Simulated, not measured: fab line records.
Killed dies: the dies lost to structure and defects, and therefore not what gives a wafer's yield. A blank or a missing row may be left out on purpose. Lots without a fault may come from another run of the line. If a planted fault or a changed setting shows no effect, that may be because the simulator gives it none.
fab line records    flow sky130
record lots=5  wafers=15  lastDay=51
route steps=708 shown METAL3@561 VIA3@573 PAD_OPEN@708
lots untouched by any fault: they come from a run of this same line in which no faults occurred
startH: start of the lot's first displayed wafer, in hours after the record's first day    waitH: time in hours since the lot's previous step    " unchanged from the row above    L1.1+2: several wafers, shown together as one row    - either no value or no given start    * or withheld: withheld    < > ~ a bound
route shown NAME@n: NAME is a module with steps in the file, n the number in the route of the first one    usual: mean/standard deviation taken from wafers without a fault    same: alike in all rows    chamber/n: place in a boat    sites: the reading at each site    _std_site: standard deviation across them    _edge_site: mean of outer sites minus mean of inner sites    radiusMm: for every site, how far away it sits from the centre of the wafer    mask NAME#n: copy n    behind: the most recent tool/chamber to have shaped the wafer    hold: why the lot went on hold/how many hours it stayed there/how the hold came to an end    device: which transistor (n, p or np) failed to switch    end of line: at the end of the route, the tests of the same wafers    step lacking rows: just its recipe    killed: the dies lost at the first sort to structure and to defects; this is not the yield of the wafer    map: dies across one wafer; x = killed, . = not, _ = none there
set.NAME: the run value of the setting; set.NAME@STEP: its run value at that earlier step    model.NAME: the simulator's own value behind a step, which no gauge read
lots seen at some steps along the route; tables by step, rows by wafer
services: a tool's chamber out of use, with start hour (startH, from the record's first day; less than 0 if before it), hours out, and reason
## steps
# step SKY_METAL3_PEB_11
# recipe pebTempC=withheld  pebTimeS=withheld  resist=KrF-thick
# step SKY_METAL3_DEVELOP_12
# recipe developTimeS=60  resist=KrF-thick  devTempC=21
# step SKY_METAL3_CD_MEAS_13
# recipe targetCdNm=300
# usual cdNm=299.3/1.5
lot.wafer  tool      chamber  startH   waitH  cdNm
L713.1     cdSem-01  -        947.32   -      300.2
L713.2     "         -        "        "      299.4
L713.4     "         -        "        "      299.5
L718.4     cdSem-01  -        976.18   -      300.0
L718.5     "         -        "        "      299.7
L718.6     "         -        "        "      299.2
L728.2     cdSem-02  -        1044.63  -      297.4
L728.4     "         -        "        "      298.1
L728.6     "         -        "        "      298.5
L729.1     cdSem-01  -        1055.97  -      301.2
L729.4     "         -        "        "      300.6
L729.5     "         -        "        "      299.4
L731.1     cdSem-01  -        1066.64  -      297.9
L731.4     "         -        "        "      298.8
L731.5     "         -        "        "      298.7
# step SKY_METAL3_OVL_MEAS_14
# usual METAL3_OVL=1/4.8
lot.wafer  tool        chamber  startH   waitH  METAL3_OVL[nm]
L713.1     overlay-02  -        947.44   0.1    -2
L713.2     "           -        "        "      -4
L713.4     "           -        "        "      -5
L718.4     overlay-02  -        976.26   0.1    -13
L718.5     "           -        "        "      -3
L718.6     "           -        "        "      -7
L728.2     overlay-01  -        1044.74  0.1    7
L728.4     "           -        "        "      -5
L728.6     "           -        "        "      -3
L729.1     overlay-02  -        1056.09  0.1    -1
L729.4     "           -        "        "      6
L729.5     "           -        "        "      8
L731.1     overlay-02  -        1066.76  0.1    2
L731.4     "           -        "        "      -3
L731.5     "           -        "        "      -5
# step SKY_METAL3_DESCUM_15
# recipe chemistry=O2  sourcePowerW=150  biasPowerW=0  pressureMtorr=10  tempC=40  timeS=8
# usual drypumpMotorCurrentA=5.86/0.16  oesProductAu=1.001/0.0078
# same timeS=8
lot.wafer  tool         chamber  startH   waitH  drypumpMotorCurrentA  oesProductAu  rfHoursCounterH
L713.1     rieMetal-04  1        947.47   0.0    5.57                  1.001         3
L713.2     "            0        "        "      5.73                  0.991         11
L713.4     "            0        "        "      5.72                  1.005         -
L718.4     rieMetal-02  1        976.29   0.0    6.04                  1.012         -
L718.5     "            1        "        "      6.07                  1.014         -
L718.6     "            0        "        "      5.86                  0.999         -
L728.2     rieMetal-01  0        1044.77  0.0    5.78                  0.991         19
L728.4     "            0        "        "      5.79                  1.003         -
L728.6     "            0        "        "      5.79                  0.985         -
L729.1     rieMetal-01  1        1056.13  0.0    6.05                  1.001         6
L729.4     "            1        "        "      6.03                  1.008         -
L729.5     "            1        "        "      6.04                  1.006         -
L731.1     rieMetal-01  0        1066.80  0.0    5.77                  0.984         20
L731.4     "            1        "        "      6.04                  1.019         -
L731.5     "            1        "        "      6.05                  1.008         -
# step SKY_METAL3_ETCH_16
# recipe chemistry=N2/H2  target=BARC  ionEnergyEv=200  biasW=100  pressureMtorr=30  n2FlowSccm=100  h2FlowSccm=200  icpW=500  stopOn=SiO2  timeS=88.2  targetDepthA=600
# usual biasW=99.94/0.28  drypumpMotorCurrentA=5.87/0.16  oesProductAu=0.625/0.0041  throttleValvePct=13.206/0.0087
# same timeS=88.2
lot.wafer  tool         chamber  startH   waitH  biasW   drypumpMotorCurrentA  oesProductAu  rfHoursCounterH  throttleValvePct
L713.1     rieMetal-04  1        947.51   0.0    99.99   5.57                  0.626         3                13.205
L713.2     "            0        "        "      99.87   5.76                  0.623         11               13.205
L713.4     "            0        "        "      99.93   5.75                  0.629         -                13.213
L718.4     rieMetal-02  1        976.34   0.0    99.89   6.06                  0.629         -                13.198
L718.5     "            1        "        "      99.99   6.06                  0.633         -                13.203
L718.6     "            0        "        "      100.38  5.91                  0.628         -                13.197
L728.2     rieMetal-01  0        1044.80  0.0    99.79   5.79                  0.623         19               13.195
L728.4     "            0        "        "      99.72   5.80                  0.622         -                13.205
L728.6     "            0        "        "      100.27  5.78                  0.628         -                13.193
L729.1     rieMetal-01  1        1056.16  0.0    100.05  6.04                  0.632         7                13.208
L729.4     "            1        "        "      100.09  6.03                  0.629         -                13.209
L729.5     "            1        "        "      99.66   6.07                  0.625         -                13.209
L731.1     rieMetal-01  0        1066.83  0.0    99.73   5.77                  0.627         20               13.213
L731.4     "            1        "        "      100.47  6.05                  0.622         -                13.221
L731.5     "            1        "        "      100.47  6.05                  0.625         -                13.215
# step SKY_METAL3_ETCH_17
# recipe target=SiO2  stopOn=TiN  chemistry=C4F8/O2/Ar  sourceW=1500  biasW=1200  pressureMtorr=40  c4f8FlowSccm=withheld  O2_flow_sccm=6  Ar_flow_sccm=300  timeS=3.9  targetDepthA=150
# usual biasW=1200/3.7  oesProductAu=0.752/0.0058
# same timeS=3.9
lot.wafer  tool        chamber  startH   waitH  biasW  oesProductAu
L713.1     rieDiel-04  3        947.60   0.1    1191   0.741
L713.2     "           2        "        "      1204   0.756
L713.4     "           0        "        "      1204   0.755
L718.4     rieDiel-04  3        976.40   0.0    1202   0.756
L718.5     "           3        "        "      1202   0.755
L718.6     "           2        "        "      1204   0.757
L728.2     rieDiel-04  2        1044.90  0.1    1201   0.751
L728.4     "           1        "        "      1201   0.758
L728.6     "           0        "        "      1201   0.754
L729.1     rieDiel-01  3        1056.26  0.1    1198   0.738
L729.4     "           0        "        "      1199   0.754
L729.5     "           3        "        "      1204   0.749
L731.1     rieDiel-01  2        1066.93  0.1    1193   0.756
L731.4     "           3        "        "      1201   0.756
L731.5     "           0        "        "      1191   0.755
# step SKY_METAL3_METAL_ETCH_18
# recipe targetDepthA=8450  stopOn=SiO2  overEtchFrac=0.3  timeS=183.1  chemistry=Cl2/BCl3  resistSidewallDeg=88  pressureMtorr=10  icpW=900  biasW=48.5  Cl2_flow_sccm=60  bcl3FlowSccm=30
# usual biasW=48.51/0.13  drypumpMotorCurrentA=5.84/0.17  oesProductAu=0.866/0.006  throttleValvePct=22.265/0.0089
# same timeS=183.1
lot.wafer  tool         chamber  startH   waitH  biasW  drypumpMotorCurrentA  oesProductAu  rfHoursCounterH  throttleValvePct
L713.1     rieMetal-01  0        947.62   0.0    48.55  5.78                  0.872         13               22.262
L713.2     "            0        "        "      48.32  5.78                  0.866         -                22.262
L713.4     "            0        "        "      48.60  5.78                  0.870         -                22.267
L718.4     rieMetal-01  1        976.48   0.1    48.49  6.05                  0.865         -                22.262
L718.5     "            1        "        "      48.55  5.99                  0.869         -                22.260
L718.6     "            0        "        "      48.33  5.77                  0.864         -                22.253
L728.2     rieMetal-02  1        1044.92  0.0    48.50  6.06                  0.858         2                22.268
L728.4     "            0        "        "      48.49  5.89                  0.839         -                22.256
L728.6     "            0        "        "      48.54  5.87                  0.856         -                22.248
L729.1     rieMetal-02  0        1056.27  0.0    48.68  5.86                  0.868         14               22.256
L729.4     "            1        "        "      48.26  6.08                  0.857         -                22.268
L729.5     "            1        "        "      48.26  6.11                  0.859         -                22.270
L731.1     rieMetal-02  0        1066.95  0.0    48.58  5.85                  0.874         14               22.263
L731.4     "            0        "        "      48.46  5.92                  0.871         -                22.261
L731.5     "            0        "        "      48.46  5.86                  0.873         -                22.263
# step SKY_METAL3_STRIP_19
# recipe chemistry=O2/N2  powerW=1400  pressureMtorr=1500  platenTempC=withheld  o2FlowSccm=3000  n2FlowSccm=300  overashFraction=0.5
# step SKY_METAL3_STRIP_20
# recipe chemistry=postEtchResidueRemover  timeS=1200  tempC=72.5
# step SKY_METAL3_CLEAN_21
# recipe chemistry=IPA  timeS=180  tempC=25
# step SKY_METAL3_CLEAN_22
# recipe chemistry=O3/DIW  dry=n2Spin
# step SKY_VIA3_HDPCVD_00
# recipe material=SiO2  targetThkNm=1635  sigmaOpenFrac=0.3  timeS=272.5  tempC=400  sih4FlowSccm=60  pressureMtorr=6
lot.wafer  tool       chamber  startH   waitH  model.SiO2_of_VIA3_HDPCVD_00.thkNm
L713.1     hdpcvd-01  2        948.61   0.0    1635
L713.2     "          1        "        "      1669
L713.4     "          0        "        "      1636
L718.4     hdpcvd-01  1        977.29   0.1    1652
L718.5     "          2        "        "      738.2
L718.6     "          0        "        "      1625
L728.2     hdpcvd-02  1        1045.72  0.0    1636
L728.4     "          2        "        "      1639
L728.6     "          1        "        "      1621
L729.1     hdpcvd-02  0        1057.05  0.0    1624
L729.4     "          1        "        "      1627
L729.5     "          0        "        "      1642
L731.1     hdpcvd-01  1        1067.72  0.0    1663
L731.4     "          2        "        "      1665
L731.5     "          0        "        "      1643
# step SKY_VIA3_THK_MEAS_01
# recipe reads=SiO2_of_VIA3_HDPCVD_00
# usual VIA3_HDPCVD_THK=1640/15
lot.wafer  tool          chamber  startH   waitH  VIA3_HDPCVD_THK[nm]
L713.1     filmMetro-01  -        948.78   0.1    1635
L713.2     "             -        "        "      1669
L713.4     "             -        "        "      1635
L718.4     filmMetro-01  -        977.40   0.0    1652
L718.5     "             -        "        "      739
L718.6     "             -        "        "      1624
L728.2     filmMetro-01  -        1045.91  0.1    1634
L728.4     "             -        "        "      1641
L728.6     "             -        "        "      1621
L729.1     filmMetro-01  -        1057.22  0.1    1625
L729.4     "             -        "        "      1627
L729.5     "             -        "        "      1642
L731.1     filmMetro-02  -        1067.88  0.1    1663
L731.4     "             -        "        "      1665
L731.5     "             -        "        "      1644
# step SKY_VIA3_CMP_02
# recipe material=SiO2  downForcePsi=4  platenRpm=60  padVelocityMS=0.94248
# usual headPressurePsi=4.001/0.0095  motorCurrentA=12.2/1.2  platenRpm=60.00/0.039
lot.wafer  tool    chamber  startH   waitH  headPressurePsi  motorCurrentA  platenRpm
L713.1     cmp-02  2        948.89   0.1    3.992            13.1           60.03
L713.2     "       3        "        "      3.992            12.6           59.96
L713.4     "       0        "        "      3.996            10.9           59.99
L718.4     cmp-02  1        977.53   0.1    3.985            13.6           60.00
L718.6     "       3        "        "      3.983            13.3           59.98
L718.5     "       0        "        "      4.009            10.2           59.98
L728.4     cmp-01  0        1045.96  0.0    3.990            10.1           60.06
L728.2     "       2        "        "      4.003            13.7           60.04
L728.6     "       0        "        "      3.999            10.6           59.98
L729.1     cmp-01  3        1057.33  0.1    4.003            11.0           59.96
L729.4     "       1        "        "      4.003            11.5           60.06
L729.5     "       2        "        "      3.999            13.4           59.98
L731.1     cmp-02  1        1067.94  0.1    3.991            13.8           59.96
L731.4     "       0        "        "      3.996            10.4           60.00
L731.5     "       1        "        "      3.999            13.9           60.03
# step SKY_PAD_OPEN_PROBE_99
lot.wafer  tool       chamber  startH   waitH  model.etest.met4Comb.leakLog10AUm
L713.1     prober-02  -        1119.54  0.1    -11.84
L713.2     prober-02  -        1119.59  0.1    -12.03
L713.4     prober-02  -        1119.69  0.2    -12.19
L718.4     prober-02  -        1142.10  0.2    -11.95
L718.5     prober-02  -        1142.15  0.2    -6.847
L718.6     prober-02  -        1142.20  0.2    -11.81
L728.2     prober-02  -        1196.02  0.1    -12.12
L728.4     prober-02  -        1196.12  0.2    -12.09
L728.6     prober-02  -        1196.22  0.2    -11.87
L729.1     prober-02  -        1204.88  0.1    -12.02
L729.4     prober-02  -        1205.03  0.2    -11.96
L729.5     prober-02  -        1205.08  0.2    -12.07
L731.1     prober-01  -        1212.65  0.1    -11.96
L731.4     prober-01  -        1212.80  0.2    -11.73
L731.5     prober-01  -        1212.85  0.2    -11.95
# killed by level:class
L713.1 VIA1:geometricParticle:open=12 CONTACT:geometricParticle:open=10 LI_CONTACT:geometricParticle:short=7 VIA3:geometricParticle:open=7 LOCAL_INTERCONNECT:geometricParticle:short=6 METAL2:geometricParticle:short=6 VIA1:geometricParticle:short=4 VIA2:geometricParticle:short=4
L713.2 VIA1:geometricParticle:open=9 METAL2:geometricParticle:short=8 LOCAL_INTERCONNECT:geometricParticle:short=7 LI_CONTACT:geometricParticle:open=6 CONTACT:geometricParticle:open=6 VIA2:geometricParticle:open=6 METAL1:geometricParticle:short=5 VIA2:geometricParticle:short=5
L713.4 VIA1:geometricParticle:open=11 VIA3:geometricParticle:open=11 CONTACT:geometricParticle:open=10 VIA2:geometricParticle:open=6 METAL2:geometricParticle:short=6 FIELD_ISO:geometricParticle:short=4 LI_CONTACT:geometricParticle:open=4 VIA1:geometricParticle:short=4
L728.2 CONTACT:geometricParticle:open=10 VIA1:geometricParticle:open=7 VIA2:geometricParticle:open=7 METAL1:geometricParticle:short=6 VIA3:geometricParticle:open=6 POLY_GATE:geometricParticle:short=5 LI_CONTACT:geometricParticle:open=5 LOCAL_INTERCONNECT:geometricParticle:short=3
L728.4 CONTACT:geometricParticle:open=12 VIA1:geometricParticle:open=12 LI_CONTACT:geometricParticle:open=7 LOCAL_INTERCONNECT:geometricParticle:short=5 POLY_GATE:geometricParticle:short=4 SPACER:geometricParticle:short=4 METAL3:geometricParticle:short=4 VIA1:geometricParticle:short=3
L728.6 VIA1:geometricParticle:open=14 VIA2:geometricParticle:open=8 CONTACT:geometricParticle:open=7 CONTACT:geometricParticle:short=7 LI_CONTACT:geometricParticle:open=6 METAL3:geometricParticle:short=6 FIELD_ISO:geometricParticle:short=5 POLY_GATE:geometricParticle:open=5
L729.1 VIA2:geometricParticle:open=15 CONTACT:geometricParticle:open=10 METAL1:geometricParticle:short=8 VIA1:geometricParticle:short=8 VIA1:geometricParticle:open=8 METAL4:geometricParticle:short=5 POLY_GATE:geometricParticle:open=4 METAL2:geometricParticle:short=4
L729.4 VIA2:geometricParticle:open=9 VIA1:geometricParticle:open=9 CONTACT:geometricParticle:open=8 LI_CONTACT:geometricParticle:open=7 VIA2:geometricParticle:short=7 VIA1:geometricParticle:short=6 VIA3:geometricParticle:open=6 METAL2:geometricParticle:short=5
L729.5 CONTACT:geometricParticle:open=13 LI_CONTACT:geometricParticle:open=10 VIA2:geometricParticle:open=10 METAL1:geometricParticle:short=8 VIA1:geometricParticle:open=8 METAL2:geometricParticle:short=6 VIA3:geometricParticle:open=6 VIA1:geometricParticle:short=5
L731.1 CONTACT:geometricParticle:open=11 FIELD_ISO:geometricParticle:short=9 LI_CONTACT:geometricParticle:open=6 VIA2:geometricParticle:open=6 VIA2:geometricParticle:short=6 VIA1:geometricParticle:open=5 VIA3:geometricParticle:open=5 FIELD_ISO:geometricParticle:open=4
L731.4 LI_CONTACT:geometricParticle:open=10 VIA1:geometricParticle:open=8 VIA1:geometricParticle:short=6 VIA2:geometricParticle:open=6 CONTACT:geometricParticle:open=5 METAL1:geometricParticle:short=5 VIA3:geometricParticle:open=4 SONOS_ONO:geometricParticle:open=4
L731.5 CONTACT:geometricParticle:open=9 VIA3:geometricParticle:open=9 VIA1:geometricParticle:open=7 METAL2:geometricParticle:short=5 FIELD_ISO:geometricParticle:short=4 CONTACT:geometricParticle:short=4 LI_CONTACT:geometricParticle:open=4 LI_CONTACT:geometricParticle:short=3
## services
tool         chamber  startH   hours  kind
rieMetal-01  1        928.90   -      clean
rieMetal-01  1        928.90   18.7   scheduledDown
rieMetal-01  1        928.90   18.7   ventCycle
rieDiel-01   -        934.26   0.3    repair
cmp-01       -        936.09   4.3    pm
rieDiel-01   1        936.21   2.0    repair
rieDiel-04   -        943.97   0.9    repair
hdpcvd-02    -        950.25   15.0   pm
hdpcvd-02    2        951.16   10.9   repair
rieMetal-02  0        952.25   3.7    repair
rieMetal-01  0        963.91   4.2    repair
hdpcvd-01    0        965.73   4.9    repair
hdpcvd-01    2        966.14   9.9    repair
cmp-01       -        972.57   1.3    repair
rieMetal-02  -        973.37   0.6    repair
cmp-01       -        985.66   0.4    repair
rieMetal-04  0        985.94   1.2    repair
rieMetal-02  1        988.39   -      clean
hdpcvd-01    0        1014.89  9.9    repair
hdpcvd-01    -        1034.14  5.5    pm
rieDiel-04   0        1036.14  4.3    repair
rieDiel-01   -        1036.38  1.0    repair
rieMetal-02  1        1045.82  5.2    repair
hdpcvd-02    -        1060.74  1.7    repair
## key
firstSign step=SKY_VIA3_THK_MEAS_01  reading=VIA3_HDPCVD_THK  direction=down  sigmas=59  usual=1640  struck=739
effect none on later readings
modelEffect step=SKY_VIA3_HDPCVD_00  value=SiO2_of_VIA3_HDPCVD_00.thkNm  without=1617  struck=738.2
modelEffect step=SKY_PAD_OPEN_PROBE_99  value=etest.met4Comb.leakLog10AUm  without=-11.84  struck=-6.847
metAt SKY_VIA3_HDPCVD_00
struckWafers L718.5
sortLeftOut L718.5
onsetBetween 948.61 977.29
fault kind=processParameterDrift  tool=hdpcvd-01  chamber=-  onsetH=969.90  steps=SKY_VIA3_HDPCVD_00  channel=targetThkNm  offset=-878.57  shape=step  endH=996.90  scope=struckWafersOnly  actsIn=theseRecipesOnly  stated=1635
# sortLeftOut: the simulated sort isn't trusted on such a fault, so these wafers' sort isn't shown, and their yield isn't known
